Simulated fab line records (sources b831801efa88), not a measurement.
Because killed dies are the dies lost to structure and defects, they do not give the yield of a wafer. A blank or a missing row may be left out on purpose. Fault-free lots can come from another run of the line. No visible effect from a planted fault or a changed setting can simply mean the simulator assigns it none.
Matching of chambers :: flow sky130 :: rieDiel-02 running SKY_POLY_CUT_ETCH_10: 4 sister chambers
The step etches BARC in N2/H2, stops on SiO2, time 45.9 s, target depth 60 nm. 4 wafers are shown with their chamber, then 9 later ones without.

## WAFERS, EACH WITH ITS CHAMBER
wafer: L085.1
chamber: 0
chamberPressureMTorr (mTorr): 30.041

wafer: L088.1
chamber: 3
chamberPressureMTorr (mTorr): 30.044

wafer: L089.2
chamber: 1
chamberPressureMTorr (mTorr): 30.001

wafer: L089.6
chamber: 2
chamberPressureMTorr (mTorr): 29.952

## WAFERS WITH NO CHAMBER GIVEN
wafer: L092.2
chamberPressureMTorr (mTorr): 30.014

wafer: L092.4
chamberPressureMTorr (mTorr): 29.980

wafer: L092.6
chamberPressureMTorr (mTorr): 29.984

wafer: L093.3
chamberPressureMTorr (mTorr): 30.037

wafer: L093.4
chamberPressureMTorr (mTorr): 30.041

wafer: L093.6
chamberPressureMTorr (mTorr): 30.008

wafer: L095.2
chamberPressureMTorr (mTorr): 30.049

wafer: L095.3
chamberPressureMTorr (mTorr): 29.995

wafer: L095.5
chamberPressureMTorr (mTorr): 29.966

## EACH ONE'S CHAMBER
wafer: L092.2
from the rows above: can't be placed: 1 or 0 or 3
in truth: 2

wafer: L092.4
from the rows above: can't be placed: 1 or 2
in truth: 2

wafer: L092.6
from the rows above: can't be placed: 1 or 2
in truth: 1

wafer: L093.3
from the rows above: can't be placed: 0 or 3
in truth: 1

wafer: L093.4
from the rows above: can't be placed: 0 or 3
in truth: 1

wafer: L093.6
from the rows above: 1
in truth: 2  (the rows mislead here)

wafer: L095.2
from the rows above: can't be placed: 3 or 0
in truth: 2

wafer: L095.3
from the rows above: 1
in truth: 1

wafer: L095.5
from the rows above: can't be placed: 2 or 1
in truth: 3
1 of 9 placed correctly. Can't be placed from these rows: 7 (the true chamber is among the candidates in 2). Wrongly placed: 1.
How it was worked out, from the rows above alone: a wafer's distance from a chamber is the root of the sum, over the readings, of the square of ((its reading less the chamber's mean) divided by the reading's scatter). The wafer belongs to the nearest chamber; if the next one is less than 2 further off, it can't be placed. For every chamber, the mean is computed from those of its wafers that are shown. The scatter: root of mean squared gap, hidden wafer to nearest shown wafer, with one shown wafer a chamber.
